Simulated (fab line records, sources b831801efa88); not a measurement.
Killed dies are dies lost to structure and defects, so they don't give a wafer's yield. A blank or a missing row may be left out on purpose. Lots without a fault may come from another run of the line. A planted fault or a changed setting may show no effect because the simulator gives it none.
Which tool did it? | flow gf180mcu | 11 lots, 33 wafers sampled, at 2 steps of a route of 602

WHAT THE GAUGES READ, wafer by wafer
GF_MIM_RS_MEAS_10: measures by four-point-probe.
lot  | measured     | on            | MIM_ALCU_RS (ohm/sq)
L475 | day 24 21:20 | film_metro-01 | 0.1612 0.1630 0.1613
L476 | day 25 02:21 | film_metro-04 | 0.1571 0.1556 0.1590
L478 | day 25 23:07 | film_metro-01 | 0.1619 0.1615 0.1650
L480 | day 27 00:57 | film_metro-02 | 0.1601 0.1629 0.1601
L481 | day 27 04:55 | film_metro-04 | 0.1611 0.1613 0.1610
L482 | day 27 11:04 | film_metro-02 | 0.1625 0.1623 0.1619
L487 | day 28 16:04 | film_metro-02 | 0.2077 0.1605 0.2066
L492 | day 30 01:53 | film_metro-02 | 0.1582 0.1596 0.1573
L496 | day 31 01:13 | film_metro-01 | 0.1581 0.1599 0.1574
L497 | day 31 08:16 | film_metro-02 | 0.1590 0.1595 0.1580
L498 | day 31 14:59 | film_metro-01 | 0.1624 0.1618 0.1603

WHICH TOOL RAN EACH LOT (tool, then ch and the chambers of the sampled wafers, then the start)
lot  | GF_MIM_SPUTTER_08
L475 | pvd_sputter-03, day 24 21:17
L476 | pvd_sputter-04, day 25 02:17
L478 | pvd_sputter-03, day 25 23:02
L480 | pvd_sputter-01, day 27 00:52
L481 | pvd_sputter-03, day 27 04:50
L482 | pvd_sputter-01, day 27 11:01
L487 | pvd_sputter-01, day 28 15:59
L492 | pvd_sputter-03, day 30 01:48
L496 | pvd_sputter-04, day 31 01:06
L497 | pvd_sputter-03, day 31 08:09
L498 | pvd_sputter-01, day 31 14:55
- GF_MIM_SPUTTER_08: material AlCu, target thk 200 nm, time 10.6 s.

THE ANSWER, worked out from the rows above alone
Rule: what is usual is taken from the lots themselves. Put in order of their means at a reading, lots are off if they are a third of the lots or fewer, leave a main group of 4 or more, and stand apart from it by a gap of 3 or more times the standard deviation of the main group's means; of several such gaps the widest counts. A main group whose means are all the same, to the digits that the tables above print for the reading, isn't used. A lot without any number at a reading at which 4 lots or more have one is off too. The other lots that the step has rows for count as sound.
Off: L487, at GF_MIM_RS_MEAS_10 (MIM_ALCU_RS). The main group: mean 0.1603 ohm/sq, standard deviation 0.0018.
A tool fits if, at a process step before that reading, it ran every lot that is off, and no sound lot after the first of them. The gauges at GF_MIM_RS_MEAS_10 are tried like those tools. None of those tried fits.

WHAT THE SIMULATOR HAD PUT IN
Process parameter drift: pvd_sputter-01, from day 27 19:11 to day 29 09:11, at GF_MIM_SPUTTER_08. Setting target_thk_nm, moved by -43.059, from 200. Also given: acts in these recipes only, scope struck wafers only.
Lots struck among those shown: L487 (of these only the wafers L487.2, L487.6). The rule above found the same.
